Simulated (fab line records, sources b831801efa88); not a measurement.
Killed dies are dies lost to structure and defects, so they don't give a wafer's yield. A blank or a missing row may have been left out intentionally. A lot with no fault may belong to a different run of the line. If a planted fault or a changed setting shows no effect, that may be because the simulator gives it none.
2 desks looking at one fault ; flow sky130 ; every desk sees just its own numbers, and what lay behind them comes last

DESK OF THE TOOL OWNER: rie diel-01
The tool's own readings at SKY_VIA2_ETCH_14 (etches BARC in N2/H2, stops on SiO2, time 45.9 s, target depth 60 nm): means of the sampled wafers that have a number, for each lot that ran on this tool. Marked OUT: a lot whose mean sits more than 4 standard deviations from the usual mean, which makes it out of limits; the brackets give that distance.
Columns: A = drypump motor current A at SKY_VIA2_ETCH_14, usual 5.6 A; B = oes product au at SKY_VIA2_ETCH_14, usual 0.855 a.u.; C = run length s at SKY_VIA2_ETCH_14, usual 74.3 s; D = throttle valve pct at SKY_VIA2_ETCH_14, usual 13.225 %
lot;first seen here;A;B;C;D
L573;day 36 10:05;5.4;0.853;74.4;13.226
L583;day 39 09:25;5.3;1.011 (+31) OUT;62.2 (-30) OUT;13.249
L582;day 39 14:50;5.6;0.997 (+28) OUT;62.0 (-30) OUT;13.241
L585;day 40 02:02;5.3;1.011 (+31) OUT;62.3 (-29) OUT;13.245
This desk's finding: out of limits on L582, L583, L585; first on L583, day 39 09:25 (oes product au at SKY_VIA2_ETCH_14). Within limits: L573.

METROLOGY DESK
Means of the sampled wafers that have a number, per lot and without regard to the tool the lot ran on: this is what the gauges read. Marked OUT: a lot whose mean sits more than 4 standard deviations from the usual mean, which makes it out of limits; the brackets give that distance.
Columns: A = VIA2_W_THK at SKY_VIA2_THK_MEAS_23, usual 439 nm
lot;first seen here;A
L572;day 35 14:44;440
L573;day 36 11:08;438
L583;day 39 10:26;431
L582;day 39 15:56;453
L585;day 40 03:03;435
L589;day 41 18:50;451
L590;day 42 00:29;439
L592;day 42 19:21;444
L593;day 43 02:39;441
L595;day 43 03:39;430
L594;day 43 08:45;439
Result from this desk: across the 11 lots, nothing is out of limits.

PUT TOGETHER
The tool owner's desk could have raised an alarm at day 39 09:25, on L582, L583, L585.
Nothing out of limits was seen by the metrology desk.
The metrology desk holds a record of L582, L583, L585, inside its limits.
The lots listed all ran SKY_VIA2_ETCH_14 on rie diel-01.

WHAT THE SIMULATOR HAD INSERTED
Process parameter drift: rie diel-01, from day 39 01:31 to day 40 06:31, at SKY_VIA2_ETCH_14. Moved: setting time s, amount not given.
Shown lots that were struck: L582, L583, L585.
Hours from the fault's start to each desk's first reading out of limits: the tool owner's desk, 8.
